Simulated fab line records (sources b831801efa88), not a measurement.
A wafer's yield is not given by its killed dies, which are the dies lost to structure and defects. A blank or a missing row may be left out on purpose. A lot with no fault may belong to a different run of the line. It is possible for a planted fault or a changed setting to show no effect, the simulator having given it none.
fab line records ; flow gf180mcu
record lots=6; wafers=18; lastDay=34
route steps=602 shown POLY_GATE@173 HV_LDD@176
lots that met no fault: taken from a fault-free run of the same line
startH: start of the lot's first displayed wafer, in hours after the record's first day ; waitH: how many hours have passed since the lot's step before this one ; " unchanged from the row above ; L1.1+2: several wafers, shown together as one row ; - either no value or no given start ; * or withheld: withheld ; < > ~ a bound
route shown NAME@n: names a module that has steps shown in the file, with the first one's number in the route ; usual: the fault-free wafers' mean and standard deviation ; same: alike in all rows ; chamber/n: place in a boat ; sites: each site's reading ; _std_site: how widely they spread, as a standard deviation ; _edge_site: outer sites' mean less inner sites' ; radiusMm: for every site, how far away it sits from the centre of the wafer ; mask NAME#n: copy n ; behind: the tool/chamber that last shaped the wafer ; hold: the reason the lot was held/the length of the hold in hours/how it ended ; device: the transistor (n, p or np) that didn't switch ; end of line: the same wafers' tests at the end of the route ; step lacking rows: just its recipe ; killed: the dies lost at the first sort to structure and to defects; this is not the yield of the wafer ; map: dies across one wafer; x = killed, . = not, _ = none there
set.NAME: the setting that was run; set.NAME@STEP: the one run at that earlier step ; model.NAME: the simulator's own value behind a step, which no gauge read
lots seen at some steps along the route; tables by step, rows by wafer
services: when a tool's chamber went out of use (startH, in hours from the record's first day, below 0 if earlier), for how many hours, and the reason
## steps
# step GF_POLY_GATE_OXIDATION_16
# recipe tempC=850; ambient=O2; stabiliseS=600; purgeS=300; targetThkA=40; oxTimeS=899
# step GF_POLY_GATE_THK_MEAS_17
# recipe reads=SiO2_of_POLY_GATE_OXIDATION_16
# usual POLY_GATE_OXIDATION_THK=4.05/0.072
lot.wafer;tool;chamber;startH;waitH;POLY_GATE_OXIDATION_THK[nm]
L288.1;filmMetro-03;-;229.67;0.0;4.05
L288.3;filmMetro-03;-;229.67;0.0;4.11
L288.5;filmMetro-03;-;229.67;0.0;4.00
L289.1;filmMetro-04;-;229.67;0.0;3.94
L289.2;filmMetro-04;-;229.67;0.0;4.04
L289.3;filmMetro-04;-;229.67;0.0;3.98
L296.3;filmMetro-04;-;285.43;0.0;3.97
L296.4;filmMetro-04;-;285.43;0.0;3.98
L296.5;filmMetro-04;-;285.43;0.0;3.99
L297.1;filmMetro-02;-;290.70;0.0;4.10
L297.3;filmMetro-02;-;290.70;0.0;4.11
L297.6;filmMetro-02;-;290.70;0.0;4.07
L305.3;filmMetro-02;-;348.42;0.0;4.12
L305.5;filmMetro-02;-;348.42;0.0;4.03
L305.6;filmMetro-02;-;348.42;0.0;4.13
L306.1;filmMetro-03;-;357.76;0.0;4.16
L306.5;filmMetro-03;-;357.76;0.0;4.07
L306.6;filmMetro-03;-;357.76;0.0;4.06
# step GF_POLY_GATE_CD_MEAS_18
# usual cdNm=280.3/2.3
lot.wafer;tool;chamber;startH;waitH;cdNm
L288.1;cdSem-02;-;229.73;0.1;281.3
L288.3;cdSem-02;-;229.73;0.1;282.4
L288.5;cdSem-02;-;229.73;0.1;283.9
L289.1;cdSem-01;-;229.73;0.1;278.1
L289.2;cdSem-01;-;229.73;0.1;282.4
L289.3;cdSem-01;-;229.73;0.1;280.0
L296.3;cdSem-02;-;285.53;0.1;281.5
L296.4;cdSem-02;-;285.53;0.1;280.5
L296.5;cdSem-02;-;285.53;0.1;283.1
L297.1;cdSem-02;-;290.76;0.1;281.1
L297.3;cdSem-02;-;290.76;0.1;281.9
L297.6;cdSem-02;-;290.76;0.1;278.8
L305.3;cdSem-02;-;348.52;0.1;278.8
L305.5;cdSem-02;-;348.52;0.1;278.4
L305.6;cdSem-02;-;348.52;0.1;275.6
L306.1;cdSem-01;-;357.82;0.1;278.1
L306.5;cdSem-01;-;357.82;0.1;281.3
L306.6;cdSem-01;-;357.82;0.1;276.2
# step GF_HV_LDD_DEHYDRATE_00
# recipe tempC=200; timeS=60
# step GF_HV_LDD_HMDS_01
# recipe primeTimeS=60; primeTempC=120
# step GF_HV_LDD_COAT_02
# recipe resist=NOVOLAK; spinRpm=3000; resistThkNm=1000
# step GF_HV_LDD_SOFTBAKE_03
# recipe tempC=90; timeS=60; resist=NOVOLAK
# step GF_HV_LDD_EXPOSE_04
# recipe maskId=Nplus_LV_AREA; targetCdNm=400; na=0.6; sourceShape=conventional; sigmaOuter=0.6; doseMj=140
# step GF_HV_LDD_PEB_05
# recipe tempC=withheld; timeS=*; resist=NOVOLAK
# step GF_HV_LDD_DEVELOP_06
# recipe developTimeS=60; devTempC=23
# step GF_HV_LDD_CD_MEAS_07
# recipe targetCdNm=400
# usual cdNm=399.7/2.1
lot.wafer;tool;chamber;startH;waitH;cdNm
L288.1;cdSem-02;-;248.45;0.1;399.4
L288.3;cdSem-02;-;248.45;0.1;398.7
L288.5;cdSem-02;-;248.45;0.1;400.7
L289.1;cdSem-01;-;248.55;0.1;392.8
L289.2;cdSem-01;-;248.55;0.1;398.6
L289.3;cdSem-01;-;248.55;0.1;396.2
L296.3;cdSem-02;-;305.19;0.1;401.2
L296.4;cdSem-02;-;305.19;0.1;400.7
L296.5;cdSem-02;-;305.19;0.1;403.0
L297.1;cdSem-02;-;310.50;0.1;399.8
L297.3;cdSem-02;-;310.50;0.1;398.8
L297.6;cdSem-02;-;310.50;0.1;401.7
L305.3;cdSem-01;-;370.39;0.1;399.2
L305.5;cdSem-01;-;370.39;0.1;398.3
L305.6;cdSem-01;-;370.39;0.1;399.7
L306.1;cdSem-01;-;380.20;0.1;398.7
L306.5;cdSem-01;-;380.20;0.1;397.0
L306.6;cdSem-01;-;380.20;0.1;397.2
# step GF_HV_LDD_OVL_MEAS_08
# usual HV_LDD_OVL=0.0/1.3
lot.wafer;tool;chamber;startH;waitH;HV_LDD_OVL[nm]
L288.1;overlay-02;-;248.57;0.1;2.5
L288.3;overlay-02;-;248.57;0.1;0.9
L288.5;overlay-02;-;248.57;0.1;1.8
L289.1;overlay-01;-;248.67;0.1;-0.5
L289.2;overlay-01;-;248.67;0.1;-0.4
L289.3;overlay-01;-;248.67;0.1;-1.3
L296.3;overlay-01;-;305.28;0.1;-0.5
L296.4;overlay-01;-;305.28;0.1;0.1
L296.5;overlay-01;-;305.28;0.1;1.7
L297.1;overlay-02;-;310.62;0.1;0.0
L297.3;overlay-02;-;310.62;0.1;-0.3
L297.6;overlay-02;-;310.62;0.1;1.5
L305.3;overlay-01;-;370.48;0.1;-0.8
L305.5;overlay-01;-;370.48;0.1;-0.3
L305.6;overlay-01;-;370.48;0.1;-1.6
L306.1;overlay-02;-;380.32;0.1;-1.2
L306.5;overlay-02;-;380.32;0.1;-1.4
L306.6;overlay-02;-;380.32;0.1;0.9
# step GF_HV_LDD_IMPLANT_09
# recipe species=As; energyKev=40; doseCm2=1e+14; tiltDeg=7
# usual beamEnergyKeV=40.000/0.012; beamOnS=10.01/0.22
lot.wafer;tool;chamber;startH;waitH;beamEnergyKeV;beamOnS
L288.1;implanter-04;0;248.61;0.0;40.009;9.97
L288.3;implanter-04;0;248.61;0.0;39.995;10.02
L288.5;implanter-04;0;248.61;0.0;39.999;10.41
L289.1;implanter-03;0;248.71;0.0;39.963;9.92
L289.2;implanter-03;0;248.71;0.0;39.995;9.95
L289.3;implanter-03;0;248.71;0.0;39.990;10.16
L296.3;implanter-04;-;305.36;0.1;-;-
L296.4;implanter-04;-;305.36;0.1;-;-
L296.5;implanter-04;-;305.36;0.1;-;-
L297.1;implanter-03;-;310.66;0.0;-;-
L297.3;implanter-03;-;310.66;0.0;-;-
L297.6;implanter-03;-;310.66;0.0;-;-
L305.3;implanter-04;0;370.56;0.1;39.983;10.01
L305.5;implanter-04;0;370.56;0.1;39.995;9.94
L305.6;implanter-04;0;370.56;0.1;39.978;9.87
L306.1;implanter-04;0;380.36;0.0;39.996;10.75
L306.5;implanter-04;0;380.36;0.0;39.995;10.02
L306.6;implanter-04;0;380.36;0.0;39.999;10.18
# step GF_HV_LDD_STRIP_10
# recipe chemistry=O2/N2; powerW=1400; pressureMtorr=1500; platenTempC=250; o2FlowSccm=3000; n2FlowSccm=300; overashFraction=0.5
# usual drypumpMotorCurrentA=5.8/0.49; heaterPowerW=338/10; n2FlowSccm=299.9/0.97; o2FlowSccm=2999/8.5; oesProductAu=0.716/0.0046; stripTimeToEndpointS=12.63/0.035
lot.wafer;tool;chamber;startH;waitH;drypumpMotorCurrentA;heaterPowerW;n2FlowSccm;o2FlowSccm;oesProductAu;rfHoursCounterH;stripTimeToEndpointS
L288.1;plasmaAsher-01;0;248.76;0.1;5.5;320;300.8;3015;0.715;58;12.59
L288.3;plasmaAsher-01;0;248.76;0.1;5.5;326;301.3;2980;0.713;-;12.60
L288.5;plasmaAsher-01;1;248.76;0.1;5.4;338;299.3;3000;0.708;-;12.62
L289.1;plasmaAsher-04;1;248.86;0.1;6.6;331;299.5;2999;0.708;14;12.62
L289.2;plasmaAsher-04;0;248.86;0.1;5.9;332;300.6;3005;0.712;14;12.56
L289.3;plasmaAsher-04;0;248.86;0.1;5.9;331;300.0;2998;0.717;-;12.57
L296.3;plasmaAsher-01;0;305.49;0.1;5.5;322;300.2;3014;0.708;-;12.62
L296.4;plasmaAsher-01;1;305.49;0.1;5.4;339;299.3;2992;0.721;-;12.64
L296.5;plasmaAsher-01;0;305.49;0.1;5.5;324;299.9;2988;0.718;-;12.59
L297.1;plasmaAsher-02;1;310.81;0.1;6.4;342;300.8;3005;0.718;52;12.62
L297.3;plasmaAsher-02;0;310.81;0.1;5.3;351;301.2;3001;0.724;-;12.63
L297.6;plasmaAsher-02;0;310.81;0.1;5.3;353;299.9;2994;0.720;-;12.65
L305.3;plasmaAsher-04;1;370.69;0.1;6.6;325;297.8;3004;0.717;-;12.64
L305.5;plasmaAsher-04;1;370.69;0.1;6.7;332;297.9;2999;0.717;-;12.63
L305.6;plasmaAsher-04;0;370.69;0.1;5.9;333;300.5;3000;0.720;-;12.66
L306.1;plasmaAsher-04;0;380.51;0.1;5.9;327;300.2;2998;0.715;28;12.62
L306.5;plasmaAsher-04;1;380.51;0.1;6.6;336;300.0;3008;0.726;-;12.64
L306.6;plasmaAsher-04;0;380.51;0.1;5.9;326;300.8;2991;0.722;-;12.65
# step GF_HV_LDD_TW_MEAS_11
# usual HV_LDD_TW=2407/34
lot.wafer;tool;chamber;startH;waitH;HV_LDD_TW
L288.1;filmMetro-04;-;248.86;0.1;2440
L288.3;filmMetro-04;-;248.86;0.1;2442
L288.5;filmMetro-04;-;248.86;0.1;2438
L289.1;filmMetro-01;-;248.96;0.1;2386
L289.2;filmMetro-01;-;248.96;0.1;2378
L289.3;filmMetro-01;-;248.96;0.1;2374
L296.3;filmMetro-01;-;305.58;0.1;30
L296.4;filmMetro-01;-;305.58;0.1;30
L296.5;filmMetro-01;-;305.58;0.1;30
L297.1;filmMetro-04;-;310.91;0.1;30
L297.3;filmMetro-04;-;310.91;0.1;30
L297.6;filmMetro-04;-;310.91;0.1;31
L305.3;filmMetro-03;-;370.78;0.1;2368
L305.5;filmMetro-03;-;370.78;0.1;2379
L305.6;filmMetro-03;-;370.78;0.1;2364
L306.1;filmMetro-03;-;380.61;0.1;2380
L306.5;filmMetro-03;-;380.61;0.1;2369
L306.6;filmMetro-03;-;380.61;0.1;2370
# step GF_HV_LDD_DEHYDRATE_12
# recipe tempC=200; timeS=60
# step GF_HV_LDD_HMDS_13
# recipe primeTimeS=60; primeTempC=120
# step GF_HV_LDD_COAT_14
# recipe resist=NOVOLAK; spinRpm=3000; resistThkNm=1000
# step GF_HV_LDD_SOFTBAKE_15
# recipe tempC=90; timeS=60; resist=NOVOLAK
# step GF_HV_LDD_EXPOSE_16
# recipe maskId=Pplus_LV_AREA; targetCdNm=400; na=0.6; sourceShape=conventional; sigmaOuter=0.6; doseMj=140
# step GF_HV_LDD_PEB_17
# recipe tempC=withheld; timeS=*; resist=NOVOLAK
# step GF_HV_LDD_DEVELOP_18
# recipe developTimeS=60; devTempC=23
# step GF_HV_LDD_CD_MEAS_19
# recipe targetCdNm=400
# usual cdNm=399.5/2.2
lot.wafer;tool;chamber;startH;waitH;cdNm
L288.1;cdSem-01;-;267.60;0.1;399.7
L288.3;cdSem-01;-;267.60;0.1;399.2
L288.5;cdSem-01;-;267.60;0.1;398.6
L289.1;cdSem-02;-;268.16;0.1;402.9
L289.2;cdSem-02;-;268.16;0.1;404.4
L289.3;cdSem-02;-;268.16;0.1;403.1
L296.3;cdSem-02;-;325.95;0.1;397.1
L296.4;cdSem-02;-;325.95;0.1;399.1
L296.5;cdSem-02;-;325.95;0.1;398.7
L297.1;cdSem-02;-;331.70;0.1;400.4
L297.3;cdSem-02;-;331.70;0.1;401.7
L297.6;cdSem-02;-;331.70;0.1;402.6
L305.3;cdSem-01;-;393.24;0.1;402.3
L305.5;cdSem-01;-;393.24;0.1;400.7
L305.6;cdSem-01;-;393.24;0.1;402.4
L306.1;cdSem-02;-;403.60;0.1;401.7
L306.5;cdSem-02;-;403.60;0.1;403.0
L306.6;cdSem-02;-;403.60;0.1;401.0
# step GF_HV_LDD_OVL_MEAS_20
# usual HV_LDD_01_OVL=-0.7/1.3
lot.wafer;tool;chamber;startH;waitH;HV_LDD_01_OVL[nm]
L288.1;overlay-02;-;267.72;0.1;-1.9
L288.3;overlay-02;-;267.72;0.1;-1.5
L288.5;overlay-02;-;267.72;0.1;-0.3
L289.1;overlay-02;-;268.28;0.1;-2.3
L289.2;overlay-02;-;268.28;0.1;-1.6
L289.3;overlay-02;-;268.28;0.1;-1.0
L296.3;overlay-02;-;326.04;0.1;1.2
L296.4;overlay-02;-;326.04;0.1;-1.5
L296.5;overlay-02;-;326.04;0.1;-0.9
L297.1;overlay-02;-;331.82;0.1;-1.0
L297.3;overlay-02;-;331.82;0.1;-1.4
L297.6;overlay-02;-;331.82;0.1;-2.1
L305.3;overlay-01;-;393.33;0.1;-1.3
L305.5;overlay-01;-;393.33;0.1;-1.8
L305.6;overlay-01;-;393.33;0.1;-2.1
L306.1;overlay-02;-;403.72;0.1;-1.6
L306.5;overlay-02;-;403.72;0.1;-2.2
L306.6;overlay-02;-;403.72;0.1;-1.1
# step GF_HV_LDD_IMPLANT_21
# recipe species=BF2; energyKev=25.58; doseCm2=5e+13; tiltDeg=7
# step GF_HV_LDD_STRIP_22
# recipe chemistry=O2/N2; powerW=1400; pressureMtorr=1500; platenTempC=250; o2FlowSccm=3000; n2FlowSccm=300; overashFraction=0.5
# usual drypumpMotorCurrentA=5.9/0.48; heaterPowerW=334/8.8; n2FlowSccm=299.9/0.91; o2FlowSccm=2999/8.5; oesProductAu=0.716/0.0043; stripTimeToEndpointS=12.64/0.041
lot.wafer;tool;chamber;startH;waitH;drypumpMotorCurrentA;heaterPowerW;n2FlowSccm;o2FlowSccm;oesProductAu;rfHoursCounterH;stripTimeToEndpointS
L288.1;plasmaAsher-01;1;267.91;0.1;5.4;333;301.4;2998;0.714;60;12.55
L288.3;plasmaAsher-01;0;267.91;0.1;5.5;327;297.6;2985;0.716;-;12.57
L288.5;plasmaAsher-01;1;267.91;0.1;5.4;335;301.2;2998;0.711;-;12.57
L289.1;plasmaAsher-04;1;268.46;0.1;6.6;323;299.7;3002;0.720;16;12.56
L289.2;plasmaAsher-04;0;268.46;0.1;5.9;326;299.8;2998;0.711;16;12.59
L289.3;plasmaAsher-04;0;268.46;0.1;5.9;323;300.7;3004;0.714;-;12.62
L296.3;plasmaAsher-01;1;326.25;0.1;5.4;333;299.9;3007;0.726;-;12.67
L296.4;plasmaAsher-01;0;326.25;0.1;5.5;331;300.9;3005;0.711;-;12.63
L296.5;plasmaAsher-01;0;326.25;0.1;5.5;322;300.5;2996;0.714;-;12.67
L297.1;plasmaAsher-01;0;332.01;0.1;5.5;324;299.0;2992;0.711;67;12.65
L297.3;plasmaAsher-01;1;332.01;0.1;5.4;343;299.9;3004;0.715;-;12.63
L297.6;plasmaAsher-01;1;332.01;0.1;5.4;328;300.1;3008;0.711;-;12.65
L305.3;plasmaAsher-01;1;393.54;0.1;5.4;330;300.9;2993;0.714;-;12.73
L305.5;plasmaAsher-01;0;393.54;0.1;5.5;323;300.8;2991;0.710;-;12.70
L305.6;plasmaAsher-01;1;393.54;0.1;5.4;335;300.2;2997;0.706;-;12.70
L306.1;plasmaAsher-04;1;403.91;0.1;6.6;339;300.3;3006;0.717;30;12.63
L306.5;plasmaAsher-04;0;403.91;0.1;5.9;328;300.4;3007;0.717;-;12.58
L306.6;plasmaAsher-04;1;403.91;0.1;6.6;333;300.7;3012;0.714;-;12.66
# step GF_HV_LDD_TW_MEAS_23
# usual HV_LDD_2_TW=1060/15
lot.wafer;tool;chamber;startH;waitH;HV_LDD_2_TW
L288.1;filmMetro-03;-;268.01;0.1;1047
L288.3;filmMetro-03;-;268.01;0.1;1044
L288.5;filmMetro-03;-;268.01;0.1;1047
L289.1;filmMetro-01;-;268.56;0.1;1059
L289.2;filmMetro-01;-;268.56;0.1;1048
L289.3;filmMetro-01;-;268.56;0.1;1053
L296.3;filmMetro-04;-;326.33;0.1;1082
L296.4;filmMetro-04;-;326.33;0.1;1090
L296.5;filmMetro-04;-;326.33;0.1;1081
L297.1;filmMetro-04;-;332.11;0.1;1082
L297.3;filmMetro-04;-;332.11;0.1;1082
L297.6;filmMetro-04;-;332.11;0.1;1083
L305.3;filmMetro-01;-;393.63;0.1;1044
L305.5;filmMetro-01;-;393.63;0.1;1046
L305.6;filmMetro-01;-;393.63;0.1;1045
L306.1;filmMetro-01;-;404.01;0.1;1052
L306.5;filmMetro-01;-;404.01;0.1;1046
L306.6;filmMetro-01;-;404.01;0.1;1048
# step GF_HV_LDD_DEHYDRATE_24
# recipe tempC=200; timeS=60
# step GF_HV_LDD_HMDS_25
# recipe primeTimeS=60; primeTempC=120
# step GF_HV_LDD_COAT_26
# recipe resist=NOVOLAK; spinRpm=3000; resistThkNm=1000
# step GF_HV_LDD_SOFTBAKE_27
# recipe tempC=90; timeS=60; resist=NOVOLAK
# step GF_HV_LDD_EXPOSE_28
# recipe maskId=Nplus_HV_AREA; targetCdNm=400; na=0.6; sourceShape=conventional; sigmaOuter=0.6; doseMj=140
# step GF_HV_LDD_PEB_29
# recipe tempC=withheld; timeS=*; resist=NOVOLAK
# step GF_HV_LDD_DEVELOP_30
# recipe developTimeS=60; devTempC=23
# step GF_HV_LDD_CD_MEAS_31
# recipe targetCdNm=400
# usual cdNm=399.7/2.4
lot.wafer;tool;chamber;startH;waitH;cdNm
L288.1;cdSem-02;-;287.81;0.1;405.9
L288.3;cdSem-02;-;287.81;0.1;405.7
L288.5;cdSem-02;-;287.81;0.1;407.0
L289.1;cdSem-01;-;287.95;0.1;396.0
L289.2;cdSem-01;-;287.95;0.1;394.6
L289.3;cdSem-01;-;287.95;0.1;397.7
L296.3;cdSem-02;-;347.64;0.1;397.8
L296.4;cdSem-02;-;347.64;0.1;401.7
L296.5;cdSem-02;-;347.64;0.1;400.3
L297.1;cdSem-01;-;353.25;0.1;397.3
L297.3;cdSem-01;-;353.25;0.1;399.3
L297.6;cdSem-01;-;353.25;0.1;400.8
L305.3;cdSem-02;-;417.63;0.3;398.8
L305.5;cdSem-02;-;417.63;0.3;401.3
L305.6;cdSem-02;-;417.63;0.3;401.2
L306.1;cdSem-02;-;427.64;0.2;396.6
L306.5;cdSem-02;-;427.64;0.2;397.4
L306.6;cdSem-02;-;427.64;0.2;395.7
# step GF_HV_LDD_OVL_MEAS_32
# usual HV_LDD_02_OVL=-1.0/1.3
lot.wafer;tool;chamber;startH;waitH;HV_LDD_02_OVL[nm]
L288.1;overlay-01;-;287.93;0.1;-0.6
L288.3;overlay-01;-;287.93;0.1;-1.8
L288.5;overlay-01;-;287.93;0.1;-1.5
L289.1;overlay-02;-;288.07;0.1;0.7
L289.2;overlay-02;-;288.07;0.1;-1.7
L289.3;overlay-02;-;288.07;0.1;-1.8
L296.3;overlay-01;-;347.73;0.1;-1.1
L296.4;overlay-01;-;347.73;0.1;1.0
L296.5;overlay-01;-;347.73;0.1;-0.9
L297.1;overlay-01;-;353.37;0.1;-0.9
L297.3;overlay-01;-;353.37;0.1;-2.3
L297.6;overlay-01;-;353.37;0.1;-1.1
L305.3;overlay-01;-;417.73;0.1;-2.2
L305.5;overlay-01;-;417.73;0.1;-0.9
L305.6;overlay-01;-;417.73;0.1;-1.3
L306.1;overlay-02;-;427.76;0.1;-1.5
L306.5;overlay-02;-;427.76;0.1;-0.5
L306.6;overlay-02;-;427.76;0.1;-2.4
# step GF_HV_LDD_IMPLANT_33
# recipe species=P; energyKev=60; doseCm2=7.5e+12; tiltDeg=30; rotationDeg=0
# step GF_HV_LDD_IMPLANT_34
# recipe species=P; energyKev=60; doseCm2=7.5e+12; tiltDeg=30; rotationDeg=90
# step GF_HV_LDD_IMPLANT_35
# recipe species=P; energyKev=60; doseCm2=7.5e+12; tiltDeg=30; rotationDeg=180
# step GF_HV_LDD_IMPLANT_36
# recipe species=P; energyKev=60; doseCm2=7.5e+12; tiltDeg=30; rotationDeg=270
# step GF_HV_LDD_STRIP_37
# recipe chemistry=O2/N2; powerW=1400; pressureMtorr=1500; platenTempC=250; o2FlowSccm=3000; n2FlowSccm=300; overashFraction=0.5
# usual drypumpMotorCurrentA=5.8/0.47; heaterPowerW=334/8.8; n2FlowSccm=300.0/0.78; o2FlowSccm=3001/11; oesProductAu=0.716/0.0047; stripTimeToEndpointS=12.64/0.04
lot.wafer;tool;chamber;startH;waitH;drypumpMotorCurrentA;heaterPowerW;n2FlowSccm;o2FlowSccm;oesProductAu;rfHoursCounterH;stripTimeToEndpointS
L288.1;plasmaAsher-01;1;288.56;0.1;5.4;342;300.5;3020;0.724;62;12.59
L288.3;plasmaAsher-01;1;288.56;0.1;5.4;330;300.4;3004;0.712;-;12.61
L288.5;plasmaAsher-01;0;288.56;0.1;5.5;323;299.9;3007;0.715;-;12.60
L289.1;plasmaAsher-04;0;288.71;0.1;5.9;325;299.9;3002;0.712;18;12.66
L289.2;plasmaAsher-04;1;288.71;0.1;6.6;333;299.8;3007;0.715;18;12.67
L289.3;plasmaAsher-04;1;288.71;0.1;6.6;329;300.1;3005;0.724;-;12.68
L296.3;plasmaAsher-01;0;348.39;0.1;5.5;324;300.1;3011;0.720;-;12.65
L296.4;plasmaAsher-01;1;348.39;0.1;5.4;343;299.5;2995;0.714;-;12.59
L296.5;plasmaAsher-01;1;348.39;0.1;5.4;338;299.2;3004;0.718;-;12.67
L297.1;plasmaAsher-04;1;354.01;0.1;6.6;339;300.6;3005;0.725;25;12.62
L297.3;plasmaAsher-04;0;354.01;0.1;5.9;333;300.0;2992;0.719;-;12.64
L297.6;plasmaAsher-04;1;354.01;0.1;6.6;331;298.5;3006;0.713;-;12.66
L305.3;plasmaAsher-04;1;418.38;0.1;6.6;328;300.0;3011;0.714;-;12.68
L305.5;plasmaAsher-04;0;418.38;0.1;6.0;329;300.3;2984;0.721;-;12.62
L305.6;plasmaAsher-04;1;418.38;0.1;6.6;334;300.2;3016;0.718;-;12.63
L306.1;plasmaAsher-01;0;428.40;0.1;5.5;325;300.3;2986;0.712;77;12.64
L306.5;plasmaAsher-01;1;428.40;0.1;5.4;338;300.7;2984;0.712;-;12.61
L306.6;plasmaAsher-01;0;428.40;0.1;5.5;333;300.2;3007;0.719;-;12.64
# step GF_HV_LDD_TW_MEAS_38
# usual HV_LDD_3_TW=1436/20
lot.wafer;tool;chamber;startH;waitH;HV_LDD_3_TW
L288.1;filmMetro-03;-;288.66;0.1;1416
L288.3;filmMetro-03;-;288.66;0.1;1425
L288.5;filmMetro-03;-;288.66;0.1;1426
L289.1;filmMetro-01;-;288.81;0.1;1419
L289.2;filmMetro-01;-;288.81;0.1;1411
L289.3;filmMetro-01;-;288.81;0.1;1427
L296.3;filmMetro-03;-;348.48;0.1;1427
L296.4;filmMetro-03;-;348.48;0.1;1419
L296.5;filmMetro-03;-;348.48;0.1;1421
L297.1;filmMetro-01;-;354.11;0.1;1422
L297.3;filmMetro-01;-;354.11;0.1;1434
L297.6;filmMetro-01;-;354.11;0.1;1431
L305.3;filmMetro-01;-;418.47;0.1;1433
L305.5;filmMetro-01;-;418.47;0.1;1434
L305.6;filmMetro-01;-;418.47;0.1;1432
L306.1;filmMetro-03;-;428.50;0.1;1424
L306.5;filmMetro-03;-;428.50;0.1;1430
L306.6;filmMetro-03;-;428.50;0.1;1421
# step GF_HV_LDD_RS_MEAS_53
# recipe thkMeasGauge=four-point-probe
# usual HV_LDD_RS=418.8/0.99
lot.wafer;tool;chamber;startH;waitH;HV_LDD_RS[ohm/sq]
L288.1;filmMetro-04;-;309.33;0.1;418.1
L288.3;filmMetro-04;-;309.33;0.1;418.1
L288.5;filmMetro-04;-;309.33;0.1;419.1
L289.1;filmMetro-01;-;309.64;0.1;420.1
L289.2;filmMetro-01;-;309.64;0.1;418.8
L289.3;filmMetro-01;-;309.64;0.1;420.0
L296.3;filmMetro-01;-;371.27;0.1;881.0
L296.4;filmMetro-01;-;371.27;0.1;882.2
L296.5;filmMetro-01;-;371.27;0.1;881.8
L297.1;filmMetro-03;-;376.23;0.1;883.0
L297.3;filmMetro-03;-;376.23;0.1;881.2
L297.6;filmMetro-03;-;376.23;0.1;883.2
L305.3;filmMetro-01;-;443.12;0.1;420.7
L305.5;filmMetro-01;-;443.12;0.1;419.2
L305.6;filmMetro-01;-;443.12;0.1;419.7
L306.1;filmMetro-03;-;453.38;0.1;418.1
L306.5;filmMetro-03;-;453.38;0.1;418.1
L306.6;filmMetro-03;-;453.38;0.1;418.9
## services
tool;chamber;startH;hours;kind
implanter-03;-;229.31;1.4;repair
implanter-04;-;250.86;7.3;repair
implanter-03;-;271.59;4.4;pm
implanter-04;-;276.03;2.7;repair
implanter-04;-;301.18;3.9;pm
implanter-04;-;308.65;5.3;repair
implanter-03;-;321.36;11.1;pm
implanter-04;-;335.88;5.5;repair
implanter-03;-;407.23;8.5;repair
plasmaAsher-02;-;417.28;23.2;pm
implanter-04;-;420.49;22.6;pm
## key
firstSign step=GF_HV_LDD_IMPLANT_09; reading=toolRecord; direction=missing
effect step=GF_HV_LDD_TW_MEAS_11; reading=HV_LDD_TW; direction=down; sigmas=71; usual=2407; struck=30
effect step=GF_HV_LDD_RS_MEAS_53; reading=HV_LDD_RS; direction=up; sigmas=99+; usual=418.8; struck=882.0
metAt GF_HV_LDD_IMPLANT_09
struckWafers L296.3,L296.4,L296.5,L297.1,L297.3,L297.6
laterRowsLeftOut L296.3,L296.4,L296.5,L297.1,L297.3,L297.6
sortLeftOut L296.3,L296.4,L296.5,L297.1,L297.3,L297.6
testerLeftOut L296,L297
onsetBetween 248.71 305.36
fault kind=skippedStepWhole; tool=implanter-03,implanter-04; chamber=-; onsetH=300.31; steps=GF_HV_LDD_IMPLANT_09; scope=struckLotsOnly
# testerLeftOut: of these lots the tester's yield and bins aren't shown, on N5 and GAA mostly nor the transistor test; their killed dies are dies lost to structure and defects alone, not to doping, threshold or leakage, so they don't give the yield
# sortLeftOut: the simulated sort isn't trusted on such a fault, so these wafers' sort isn't shown, and their yield isn't known
# laterRowsLeftOut: the simulator's readings of these wafers behind a module that went badly wrong aren't trusted and aren't shown, but for the sort
